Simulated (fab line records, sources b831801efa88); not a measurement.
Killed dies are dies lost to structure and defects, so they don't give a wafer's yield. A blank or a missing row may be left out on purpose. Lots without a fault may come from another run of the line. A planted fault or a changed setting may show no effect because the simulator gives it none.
A struck lot beside a sound one | flow sky130 | 21 steps out of a route of 708
Sound: wafers L264.1, L264.2, L264.4. Struck: wafers L275.1, L275.2, L275.5. The cause comes at the end.
At each step with rows: each side's tool, then ch and its chambers, then its first start. Under that, the readings that differ: sound wafers | struck wafers | difference of the means | sigmas: that difference in standard deviations of wafers without a fault.
alike: readings whose means differ by less than 2 such deviations, and words and numbers that are the same on both sides. not compared: withheld readings, readings that some wafer has no value for, bounds like >300 that may hide the same value, and numbers for which the record gives no deviation and whose values overlap.
The two part at a step that has a row with sigmas, a row that says differs or no value, or rows on one side only. Numbers that don't overlap but have no deviation are shown without sigmas and don't part them. A reading that every wafer of one side lacks parts them only if that side has two wafers or more.

SKY_PASSIVATION_THK_MEAS_03:
  sound on film_metro-02, day 44 07:53; struck on film_metro-03, day 47 06:13
  alike: PASSIVATION_CVD_02_THK
then, 7 steps without rows for these wafers: SKY_PASSIVATION_DEHYDRATE_04 (time 60 s); SKY_PASSIVATION_HMDS_05 (prime time 60 s); SKY_PASSIVATION_COAT_06 (resist thk 3000 nm); SKY_PASSIVATION_SOFTBAKE_07; SKY_PASSIVATION_EXPOSE_08 (exposes mask NSM, target cd 3000 nm); SKY_PASSIVATION_PEB_09; SKY_PASSIVATION_DEVELOP_10 (develop time 60 s).
SKY_PASSIVATION_ETCH_11: etches the open film in CF4/O2, stops on AlCu, target depth 725 nm, time 161.1 s.
  sound on rie_diel-02 ch 0,1,2, day 45 05:31; struck on rie_diel-02 ch 1,2,3, day 48 02:04
  alike: drypump_motor_current_A, oes_product_au, throttle_valve_pct
  not compared: rf_hours_counter_h
SKY_PASSIVATION_STRIP_12: strips in O2/N2.
  sound on plasma_asher-03 ch 0,1, day 45 05:37; struck on plasma_asher-02 ch 0,1, day 48 02:10
  reading                     | sound       | struck      | difference | sigmas
  drypump_motor_current_A (A) | 6.2 6.2 6.2 | 5.9 5.1 5.1 | -0.8       | -2
  alike: oes_product_au, strip_time_to_endpoint_s
  not compared: rf_hours_counter_h
then, 2 steps without rows for these wafers: SKY_PAD_OPEN_DEHYDRATE_00 (time 60 s); SKY_PAD_OPEN_HMDS_01 (prime time 60 s).
SKY_PAD_OPEN_COAT_02: resist thk 3000 nm.
  sound on litho_track-02 ch 0, day 45 15:19; struck on litho_track-02 ch 0, day 48 10:49
  reading                                    | sound                | struck               | difference | sigmas
  spin_speed_rpm (rpm)                       | 2001.4 2000.4 1999.9 | 2047.5 2048.2 2050.4 | +48.1      | +37
  model.coat_of_PAD_OPEN_COAT_02.thk_nm (nm) | 3016 3019 3008       | 2970 2962 2981       | -43        |
  alike: chill_plate_temp_C
then, 3 steps without rows for these wafers: SKY_PAD_OPEN_SOFTBAKE_03; SKY_PAD_OPEN_EXPOSE_04 (exposes mask PDM, target cd 60000 nm); SKY_PAD_OPEN_PEB_05.
SKY_PAD_OPEN_DEVELOP_06: develop time 60 s.
  sound on litho_track-02 ch 0; struck on litho_track-02 ch 0
  reading                                    | sound          | struck         | difference | sigmas
  model.coat_of_PAD_OPEN_COAT_02.thk_nm (nm) | 3015 3018 3007 | 2969 2961 2980 | -43        |
  alike: chill_plate_temp_C
SKY_PAD_OPEN_ETCH_07: etches the open film in CF4/O2, stops on AlCu, target depth 725 nm, time 161.1 s.
  sound on rie_diel-03 ch 1,2,3, day 46 02:10; struck on rie_diel-01 ch 1,2, day 48 20:37
  alike: drypump_motor_current_A, oes_product_au, throttle_valve_pct
  not compared: rf_hours_counter_h
SKY_PAD_OPEN_STRIP_08: strips in O2/N2.
  sound on plasma_asher-02 ch 0,1, day 46 02:16; struck on plasma_asher-03 ch 0,1, day 48 20:43
  reading                      | sound             | struck            | difference | sigmas
  strip_time_to_endpoint_s (s) | 37.24 37.29 37.15 | 36.70 36.62 36.83 | -0.51      | -4
  alike: drypump_motor_current_A, oes_product_au
  not compared: rf_hours_counter_h
then, 1 step without rows for these wafers: SKY_PAD_OPEN_STRIP_09 (strips in post etch residue remover, time 1244 s).
SKY_PAD_OPEN_PROBE_99:
  sound on prober-01, day 46 04:29; struck on prober-01, day 48 22:56
  alike: defect_limited_yield, killed_at_M0_to_M3, killed_at_M4_up, killed_at_contacts, killed_at_front_end, killed_at_other, killed_dies, killed_on_rim, killed_open, killed_short, sort_bin_3_pad_short, sort_bin_5_function, sort_bin_6_memory, sort_n_pass, sort_yield_pct

WHERE THEY PART
First at SKY_PASSIVATION_STRIP_12; last, within this record, at SKY_PAD_OPEN_STRIP_08. Later steps at which nothing parts them and some readings are alike: SKY_PAD_OPEN_PROBE_99.

WHY: what the simulator had put in
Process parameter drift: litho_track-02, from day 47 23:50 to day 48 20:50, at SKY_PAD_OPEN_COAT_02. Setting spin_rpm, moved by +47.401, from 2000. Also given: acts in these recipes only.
